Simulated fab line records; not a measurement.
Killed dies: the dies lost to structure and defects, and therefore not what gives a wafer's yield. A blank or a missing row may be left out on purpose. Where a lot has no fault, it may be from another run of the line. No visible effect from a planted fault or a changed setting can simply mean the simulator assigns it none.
A lot that was struck, set against a sound lot -- flow sky130 -- 16 steps out of a route of 708
Sound: the wafers L250.2, L250.5, L250.6. Struck: wafer L256.2. (L256.3, L256.5 of the same lot were not struck and are left out.) The cause comes at the end.
Each step with rows lists, per side, the tool, then ch with its chambers, then its first start. Under that, the readings that differ: sound wafers -- struck wafers -- difference of the means -- sigmas: that difference in standard deviations of wafers without a fault.
alike: same words and numbers on both sides, and readings whose means sit less than 2 such deviations apart. not compared: any withheld reading, any reading some wafer has no value for, any bound like >300 that may hide the same value, and any number with overlapping values for which the record gives no deviation.
Wherever a step has rows on one side only, a row that says differs or no value, or a row with sigmas, the two part there. Numbers that don't overlap but have no deviation are shown without sigmas and don't part them. A reading that every wafer of one side lacks parts them only if that side has two wafers or more.

first, 1 step without rows for these wafers: SKY_VT_ADJUST_NCORE_DEVELOP_06 (develop time 60 s).
SKY_VT_ADJUST_NCORE_CD_MEAS_07: the cd target is 380 nm.
  sound on cdSem-01, day 9 18:40; struck on cdSem-02, day 11 10:34
  alike: cdNm
SKY_VT_ADJUST_NCORE_OVL_MEAS_08:
  sound on overlay-01, day 9 18:46; struck on overlay-01, day 11 10:40
  alike: VT_ADJUST_NCORE_OVL
then, 1 step without rows for these wafers: SKY_VT_ADJUST_NCORE_IMPLANT_09.
SKY_VT_ADJUST_NCORE_STRIP_10: strips in O2/N2.
  sound on plasmaAsher-04 ch 0,1, day 9 18:56; struck on plasmaAsher-04 ch 1, day 11 10:50
  alike: drypumpMotorCurrentA, oesProductAu, stripTimeToEndpointS
  not compared: rfHoursCounterH
SKY_VT_ADJUST_NCORE_TW_MEAS_11:
  sound on filmMetro-01, day 9 19:03; struck on filmMetro-02, day 11 10:57
  alike: VT_ADJUST_NCORE_TW
then, 6 steps without rows for these wafers: SKY_VT_ADJUST_HVTR_DEHYDRATE_00 (time 60 s); SKY_VT_ADJUST_HVTR_HMDS_01 (prime time 60 s); SKY_VT_ADJUST_HVTR_COAT_02 (resist thk 1140 nm); SKY_VT_ADJUST_HVTR_SOFTBAKE_03 (time 60 s); SKY_VT_ADJUST_HVTR_EXPOSE_04 (exposes mask HVTRM, target cd 380 nm); SKY_VT_ADJUST_HVTR_PEB_05.
SKY_VT_ADJUST_HVTR_DEVELOP_06: develop time 60 s.
  sound on lithoTrack-04 ch 0, day 10 17:47; struck on lithoTrack-02 ch 0, day 12 10:28
  alike: developerTempC, exhaustPa
SKY_VT_ADJUST_HVTR_CD_MEAS_07: the cd target is 380 nm.
  sound on cdSem-02, day 10 17:56; struck on cdSem-02, day 12 10:37
reading,sound,struck,difference,sigmas
cdNm (nm),376.3 377.3 376.9,365.3,-11.5,-4
SKY_VT_ADJUST_HVTR_OVL_MEAS_08:
  sound on overlay-01, day 10 18:02; struck on overlay-01, day 12 10:43
  alike: VT_ADJUST_HVTR_OVL
SKY_PAD_OPEN_PROBE_99:
  the record holds rows for the sound wafers here (prober-02, day 46 20:43) but none for the struck ones

## WHERE THEY PART
Earliest at SKY_VT_ADJUST_HVTR_CD_MEAS_07; latest, in this record, at SKY_PAD_OPEN_PROBE_99.

WHY: what had been put in by the simulator
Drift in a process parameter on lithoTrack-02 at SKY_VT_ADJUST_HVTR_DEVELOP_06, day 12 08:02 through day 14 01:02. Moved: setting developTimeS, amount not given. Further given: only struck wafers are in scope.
